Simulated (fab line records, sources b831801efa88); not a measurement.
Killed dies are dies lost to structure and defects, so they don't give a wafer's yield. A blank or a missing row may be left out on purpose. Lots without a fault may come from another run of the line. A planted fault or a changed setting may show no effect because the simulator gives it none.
Which tool did it? | flow sky130 | 11 lots, 31 wafers sampled, at 2 steps of a route of 708

WHAT THE GAUGES READ, wafer by wafer
SKY_RES_PROTECT_TW_MEAS_08.
lot  | measured     | on            | POLY_GATE_TW
L247 | day 15 03:05 | film_metro-01 | 4104 4097 4116
L249 | day 15 21:40 | film_metro-03 | 4146 4102 4120
L250 | day 16 02:38 | film_metro-04 | 4053 4055 4056
L254 | day 17 19:53 | film_metro-04 | 4058 4090 4053
L255 | day 18 00:02 | film_metro-03 | 4096 4120 4101
L258 | day 18 23:37 | film_metro-04 | 4062 4042
L260 | day 20 04:25 | film_metro-04 | 4049 4066
L265 | day 21 23:05 | film_metro-04 | 4043 4024 4027
L268 | day 22 18:53 | film_metro-01 | 4074 4106 4080
L269 | day 23 06:17 | film_metro-01 | 4081 4084 4074
L270 | day 23 18:02 | film_metro-01 | 4083 4088 4071

WHICH TOOL RAN EACH LOT (tool, then ch and the chambers of the sampled wafers, then the start)
lot  | SKY_SONOS_ONO_ETCH_15
L247 | rie_diel-04 ch 1,3, day 12 16:55
L249 | rie_diel-02 ch 0,1,2, day 13 08:03
L250 | rie_diel-01 ch 0,3, day 13 13:21
L254 | rie_diel-04 ch 1,3, day 15 04:02
L255 | rie_diel-02 ch 0,2,3, day 15 08:31
L258 | rie_diel-01 ch 2,3, day 16 05:35
L260 | rie_diel-02 ch 0,2, day 17 08:38
L265 | rie_diel-02 ch 0,2,3, day 19 00:17
L268 | rie_diel-01 ch 0,1,2, day 20 00:24
L269 | rie_diel-04 ch 1,3, day 20 12:17
L270 | rie_diel-02 ch 2,3, day 20 23:35
- SKY_SONOS_ONO_ETCH_15: etches the open film in CHF3/O2, target depth 19.52 nm, time 7.8 s.

WHAT THE TOOLS THEMSELVES READ (means of the sampled wafers that have a number; where no wafer has one, the mark that the record gives instead)
SKY_SONOS_ONO_ETCH_15.
lot  | tool        | O2_flow_sccm (sccm) | chamber_pressure_mTorr (mTorr) | drypump_motor_current_A (A) | oes_product_au (a.u.) | throttle_valve_pct (%)
L247 | rie_diel-04 | 5.019               | 40.02                          | 5.9                         | 1.001                 | 8.824
L249 | rie_diel-02 | 5.022               | 39.99                          | 5.5                         | 0.990                 | 8.814
L250 | rie_diel-01 | 5.015               | 40.00                          | 5.2                         | 0.999                 | 8.827
L254 | rie_diel-04 | 5.015               | 39.98                          | 6.1                         | 1.005                 | 8.826
L255 | rie_diel-02 | 5.012               | 40.00                          | 5.8                         | 0.992                 | 8.814
L258 | rie_diel-01 | 5.011               | 39.98                          | 5.2                         | 0.996                 | 8.827
L260 | rie_diel-02 | 5.005               | 40.02                          | 5.6                         | 0.997                 | 8.819
L265 | rie_diel-02 | 4.996               | 39.98                          | 5.8                         | 0.987                 | 8.823
L268 | rie_diel-01 | 5.013               | 39.99                          | 5.4                         | 0.996                 | 8.822
L269 | rie_diel-04 | 5.014               | 40.01                          | 6.1                         | 1.006                 | 8.829
L270 | rie_diel-02 | 4.986               | 40.00                          | 5.9                         | 0.994                 | 8.834

THE ANSWER, worked out from the rows above alone
Rule: what is usual is taken from the lots themselves. Put in order of their means at a reading, lots are off if they are a third of the lots or fewer, leave a main group of 4 or more, and stand apart from it by a gap of 3 or more times the standard deviation of the main group's means; of several such gaps the widest counts. A main group whose means are all the same, to the digits that the tables above print for the reading, isn't used. A lot without any number at a reading at which 4 lots or more have one is off too. The other lots that the step has rows for count as sound. The gauges are gone through in route order, then the tools' own readings, and for those a lot's mean is taken as printed above. The first step at which some lot is off is used, and at that step the reading that is off furthest; a lot without a number counts as furthest.
No lot is off at any reading shown: from this, nothing can be told.

WHAT THE SIMULATOR HAD PUT IN
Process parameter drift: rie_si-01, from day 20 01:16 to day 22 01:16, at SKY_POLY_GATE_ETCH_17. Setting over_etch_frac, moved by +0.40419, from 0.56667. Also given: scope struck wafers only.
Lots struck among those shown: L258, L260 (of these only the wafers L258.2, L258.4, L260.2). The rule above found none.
